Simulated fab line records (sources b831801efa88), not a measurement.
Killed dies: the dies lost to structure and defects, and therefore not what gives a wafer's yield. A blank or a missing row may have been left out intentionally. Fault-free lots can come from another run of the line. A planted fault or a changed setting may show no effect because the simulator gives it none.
Which tool was responsible? + flow gf180mcu + 13 lots, 39 wafers sampled, at 3 steps of a route of 602

## WHAT EACH GAUGE READ, for each wafer
GF_M1_RS_MEAS_05: uses a four-point probe to measure. Usual: for M1_ALCU_RS the level is 0.0693 ohm/sq and the standard deviation is 0.00079.
| lot  | measured     | on            | M1_ALCU_RS (ohm/sq)  | flag |
|------|--------------|---------------|----------------------|------|
| L479 | day 16 07:27 | film metro-04 | 0.0702 0.0699 0.0698 |      |
| L481 | day 16 19:22 | film metro-04 | 0.0681 0.0689 0.0681 |      |
| L484 | day 18 00:11 | film metro-03 | 0.0698 0.0696 0.0691 |      |
| L485 | day 18 06:53 | film metro-02 | 0.0690 0.0692 0.0689 |      |
| L486 | day 18 16:07 | film metro-04 | 0.0698 0.0701 0.0700 |      |
| L487 | day 19 03:22 | film metro-02 | 0.0694 0.0698 0.0694 |      |
| L489 | day 19 22:16 | film metro-02 | 0.0698 0.0693 0.0703 |      |
| L496 | day 22 12:59 | film metro-03 | 0.0699 0.0686 0.0689 |      |
| L497 | day 22 15:31 | film metro-03 | 0.0685 0.0692 0.0690 |      |
| L498 | day 23 03:07 | film metro-03 | 0.0682 0.0684 0.0678 |      |
| L499 | day 23 08:38 | film metro-02 | 0.0675 0.0679 0.0672 |      |
| L500 | day 23 17:27 | film metro-04 | 0.0699 0.0690 0.0693 |      |
| L502 | day 24 10:54 | film metro-04 | 0.0697 0.0693 0.0692 |      |

## EACH LOT AND THE TOOL THAT RAN IT (in order: tool; ch and the chambers of the sampled wafers; start)
| lot  | GF_M1_SPUTTER_00             | GF_M1_SPUTTER_01             |
|------|------------------------------|------------------------------|
| L479 | pvd sputter-04, day 16 07:14 | pvd sputter-04, day 16 07:20 |
| L481 | pvd sputter-04, day 16 19:09 | pvd sputter-04, day 16 19:15 |
| L484 | pvd sputter-04, day 17 23:58 | pvd sputter-04, day 18 00:04 |
| L485 | pvd sputter-02, day 18 06:39 | pvd sputter-02, day 18 06:45 |
| L486 | pvd sputter-04, day 18 15:53 | pvd sputter-04, day 18 15:59 |
| L487 | pvd sputter-04, day 19 03:09 | pvd sputter-04, day 19 03:15 |
| L489 | pvd sputter-04, day 19 22:02 | pvd sputter-04, day 19 22:08 |
| L496 | pvd sputter-03, day 22 12:46 | pvd sputter-03, day 22 12:52 |
| L497 | pvd sputter-04, day 22 15:17 | pvd sputter-04, day 22 15:23 |
| L498 | pvd sputter-04, day 23 02:54 | pvd sputter-04, day 23 03:00 |
| L499 | pvd sputter-03, day 23 08:25 | pvd sputter-03, day 23 08:31 |
| L500 | pvd sputter-02, day 23 17:14 | pvd sputter-02, day 23 17:20 |
| L502 | pvd sputter-03, day 24 10:41 | pvd sputter-03, day 24 10:47 |
- GF_M1_SPUTTER_00: material Ti, target thk 37.5 nm, time 150 s.
- GF_M1_SPUTTER_01: material TiN, target thk 30 nm, time 25 s.

## AS READ BY THE TOOLS THEMSELVES (means over the sampled wafers that have a number; for cases with no such wafer, the mark the record gives instead)
GF_M1_SPUTTER_00. Usual: cathode dc power W 4000.1 W, standard deviation 0.79; throttle valve pct 29.9 %, standard deviation 0.95.
| lot  | tool           | cathode dc power W (W) | throttle valve pct (%) | flag |
|------|----------------|------------------------|------------------------|------|
| L479 | pvd sputter-04 | 3999.2                 | 29.3                   |      |
| L481 | pvd sputter-04 | 4000.0                 | 29.5                   |      |
| L484 | pvd sputter-04 | 3999.3                 | 29.5                   |      |
| L485 | pvd sputter-02 | 4000.5                 | 29.7                   |      |
| L486 | pvd sputter-04 | 3999.7                 | 29.8                   |      |
| L487 | pvd sputter-04 | 4000.3                 | 29.6                   |      |
| L489 | pvd sputter-04 | 4000.4                 | 29.2                   |      |
| L496 | pvd sputter-03 | 4000.4                 | 31.1                   |      |
| L497 | pvd sputter-04 | 3999.6                 | 30.1                   |      |
| L498 | pvd sputter-04 | 4000.5                 | 29.0                   |      |
| L499 | pvd sputter-03 | 4000.4                 | 30.8                   |      |
| L500 | pvd sputter-02 | 4000.0                 | 29.6                   |      |
| L502 | pvd sputter-03 | 4000.2                 | 29.4                   |      |

GF_M1_SPUTTER_01. Usual: cathode dc power W 6500.0 W, standard deviation 1.1; throttle valve pct 29.8 %, standard deviation 0.95.
| lot  | tool           | cathode dc power W (W) | throttle valve pct (%) | flag |
|------|----------------|------------------------|------------------------|------|
| L479 | pvd sputter-04 | 6498.6                 | 29.3                   |      |
| L481 | pvd sputter-04 | 6500.4                 | 29.6                   |      |
| L484 | pvd sputter-04 | 6499.8                 | 29.7                   |      |
| L485 | pvd sputter-02 | 6500.7                 | 29.7                   |      |
| L486 | pvd sputter-04 | 6500.2                 | 29.9                   |      |
| L487 | pvd sputter-04 | 6499.7                 | 29.5                   |      |
| L489 | pvd sputter-04 | 6500.9                 | 29.4                   |      |
| L496 | pvd sputter-03 | 6499.5                 | 31.2                   |      |
| L497 | pvd sputter-04 | 6500.2                 | 30.1                   |      |
| L498 | pvd sputter-04 | 6500.1                 | 29.1                   |      |
| L499 | pvd sputter-03 | 6501.1                 | 30.7                   |      |
| L500 | pvd sputter-02 | 6499.9                 | 29.8                   |      |
| L502 | pvd sputter-03 | 6499.8                 | 29.5                   |      |

## THE ANSWER, worked out from the rows above alone
Rule: lot off if the mean of its wafers having a number is beyond 3 standard deviations from the usual mean. A lot without any number at a reading at which 4 lots or more have one is off too. The other lots that the step has rows for count as sound. First the gauges in route order, then the tools' own readings, where a lot's mean is used as printed above. The first step at which some lot is off is used, and at that step the reading that is off furthest; a lot without a number counts as furthest.
No lot is off on any of the readings shown, so nothing can be concluded from this.

## WHAT WAS PUT IN BY THE SIMULATOR
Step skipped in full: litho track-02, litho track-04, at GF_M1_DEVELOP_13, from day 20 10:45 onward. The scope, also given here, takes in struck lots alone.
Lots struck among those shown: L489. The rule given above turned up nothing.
